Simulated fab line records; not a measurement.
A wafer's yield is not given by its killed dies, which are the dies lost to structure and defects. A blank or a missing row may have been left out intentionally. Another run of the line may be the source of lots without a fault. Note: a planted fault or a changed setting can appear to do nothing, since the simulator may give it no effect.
Lot-split experiment ; flow sky130 ; 5 lots, 23 wafers read, on a route of 708 steps

== SPLIT DETAILS ==
At SKY_FIELD_ISO_ETCH_17 (etches Si in HBr/Cl2/O2, target depth 342 nm, time 97.7 s), the setting time-s was moved away from the recipe's 97.7 s on 10 of the 23 wafers read, by -14.2% to +13.7%. For the rest of the wafers, this setting stayed at what the recipe calls for.

Reading taken at the split's own step.

== THE READING ==
FIELD_ISO.feature-depth-nm (the simulator's own value, which no gauge read), in nm, at SKY_FIELD_ISO_ETCH_17 (etches Si in HBr/Cl2/O2, target depth 342 nm, time 97.7 s). The file gives no usual value for it. The 13 wafers here that ran the recipe average 343.4 nm, standard deviation 4.6 nm.

wafer;tool, chamber at the split;time-s as run, s;against the recipe;FIELD_ISO.feature-depth-nm, nm;against lot-mates on the recipe
L074.1;rie-si-01, 0;97.7;recipe;342.4;-
L074.2;rie-si-01, 1;90.79;-7.1%;323.5;-15.6
L074.3;rie-si-01, 3;90.79;-7.1%;311.3;-27.8
L074.5;rie-si-01, 3;97.7;recipe;335.9;-
L074.6;rie-si-01, 2;90.79;-7.1%;320.8;-18.3
L079.2;rie-si-02, 0;97.7;recipe;345.5;-
L079.4;rie-si-02, 1;97.7;recipe;344.7;-
L079.5;rie-si-02, 2;97.7;recipe;341.8;-
L081.1;rie-si-01, 3;97.7;recipe;338.5;-
L081.2;rie-si-01, 2;97.7;recipe;347.3;-
L081.3;rie-si-01, 0;111.1;+13.7%;388.3;+44.3
L081.4;rie-si-01, 1;97.7;recipe;346.1;-
L081.6;rie-si-01, 1;111.1;+13.7%;394.6;+50.6
L082.1;rie-si-01, 2;103.7;+6.1%;367.9;+20.5
L082.2;rie-si-01, 1;97.7;recipe;350.1;-
L082.3;rie-si-01, 0;97.7;recipe;344.6;-
L082.4;rie-si-01, 3;103.7;+6.1%;360.4;+13.0
L082.6;rie-si-01, 2;97.7;recipe;347.6;-
L084.1;rie-si-01, 0;83.78;-14.2%;293.7;-46.3
L084.2;rie-si-01, 1;83.78;-14.2%;296.7;-43.3
L084.3;rie-si-01, 3;97.7;recipe;333.9;-
L084.4;rie-si-01, 1;97.7;recipe;346.1;-
L084.6;rie-si-01, 3;83.78;-14.2%;286.6;-53.4

THE FIT
A straight line over all 23 wafers: FIELD_ISO.feature-depth-nm changes by +3.53 nm for each +1% of time-s; r = +0.98; the points scatter about the line by 4.7 nm.
The same after taking each lot's own level away (the mean of its wafers on the recipe; 23 wafers): +3.29 nm for each +1%; r = +0.98; scatter 4.4 nm.
On that fit, the largest move of time-s shifts the reading by 47 nm.
From 339.15 to 347.43 nm: that is the span of the lots' own levels, equal to 1.8 times the standard deviation above.
The two slopes are in agreement: the lot-to-lot level therefore moves the slope only a little.
Check: -46.9 nm against its lot-mates is what the line predicts for one of the wafers moved furthest among these (-14.2%) when that wafer is left out of the fit. Against them it came out at -46.3 nm.

== OTHER SPLITS APPLIED TO THESE WAFERS ==
Before the reading, these wafers also passed through other splits. Each is held against what the fit with the lots' levels taken away leaves over:
other split on the same wafers;wafers away from the commonest value;r with FIELD_ISO.feature-depth-nm (lot level and that fit taken away)
SKY_FIELD_ISO_OXIDATION_01 temp-c;15;-0.15
SKY_FIELD_ISO_COAT_07 resist-thk-nm;11;-0.18

== FILE'S OWN FIT ==
FIELD_ISO.feature-depth-nm changes by +3.29 nm for each +1% of time-s, r = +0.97.
